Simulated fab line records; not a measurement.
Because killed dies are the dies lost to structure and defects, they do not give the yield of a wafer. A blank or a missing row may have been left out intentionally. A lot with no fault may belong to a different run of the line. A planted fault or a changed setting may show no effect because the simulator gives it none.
Problem report, 8D (eight disciplines) form, completed by code / flow sky130 / the parts of the form that need people (team, actions taken, sign-off) are left out

1. WHAT IS WRONG
Mean of developerTempC at SKY_METAL1_DEVELOP_14: 20.30 C across 6 wafers in 2 lots; on wafers with no fault it is 20.96 C (standard deviation 0.1). That is -6.6 standard deviations from the usual mean.
The step: develop time 60 s.
Earliest sighting: wafer L172.2 on lithoTrack-03 at day 35 23:00. The record holds 39 wafers of 13 lots with a number at this step. The rule behind "out" and "out of limits": a value lying over 4 standard deviations away from the usual mean. The rest of the wafers with a number are treated as sound.

2. WHAT IT IS; WHAT IT IS NOT
question=which readings at this step | is=developerTempC | is not=-
question=which lots | is=L172, L175 | is not=L162, L164, L165, L167, L169, L171, L179, L180, L182, L184, L185
question=which wafers of those lots | is=all that have a number | is not=-
question=read on which tools | is=lithoTrack-03 | is not=lithoTrack-01, lithoTrack-04
question=when | is=from day 35 23:00 | is not=up to then (18 sound wafers); but 15 sound wafers of L179, L180, L182, L184, L185 came after

3. THE SUSPECTS, EACH WITH WHAT RULES IT OUT
Counting: a tool at a process step up to the reading stays a suspect if it ran every lot that is out and no sound lot after the first of them.
- lithoTrack-03 at SKY_METAL1_DEVELOP_14 (develop time 60 s): kept. All lots that are out passed through it, beginning with L172 at day 35 23:00, and no sound lot followed; its final sound lot before that point was L171 at day 35 12:00. On those wafers its own readings are out: developerTempC.
The count leaves lithoTrack-03 at SKY_METAL1_DEVELOP_14.

4. THE CAUSE (what the simulator had put in)
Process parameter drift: lithoTrack-03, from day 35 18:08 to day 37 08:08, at SKY_METAL1_DEVELOP_14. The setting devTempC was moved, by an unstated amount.
The count eliminated every tool but this one.

5. SEQUENCE OF EFFECTS, ordered by route
One row per reading whose mean, taken over the struck wafers that have a number, lies over 3 standard deviations from the usual. Only readings for which the record gives a usual standard deviation are gone through. hours: the time from each lot's start at the first step in this table that gives one to its start at this step, as a median over the lots. sigmas: the change in usual standard deviations.
hours=0; step=SKY_METAL1_DEVELOP_14; reading=developerTempC; usual=20.96 C; on struck wafers=20.30; change=-0.66; sigmas=-6.6
Here are the process steps it includes:
- SKY_METAL1_DEVELOP_14: develop time 60 s.

6. HOW IT WOULD HAVE BEEN CAUGHT EARLIER
In this record no reading fell out of limits until day 35 23:00, 5 hours after the fault had begun at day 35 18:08.
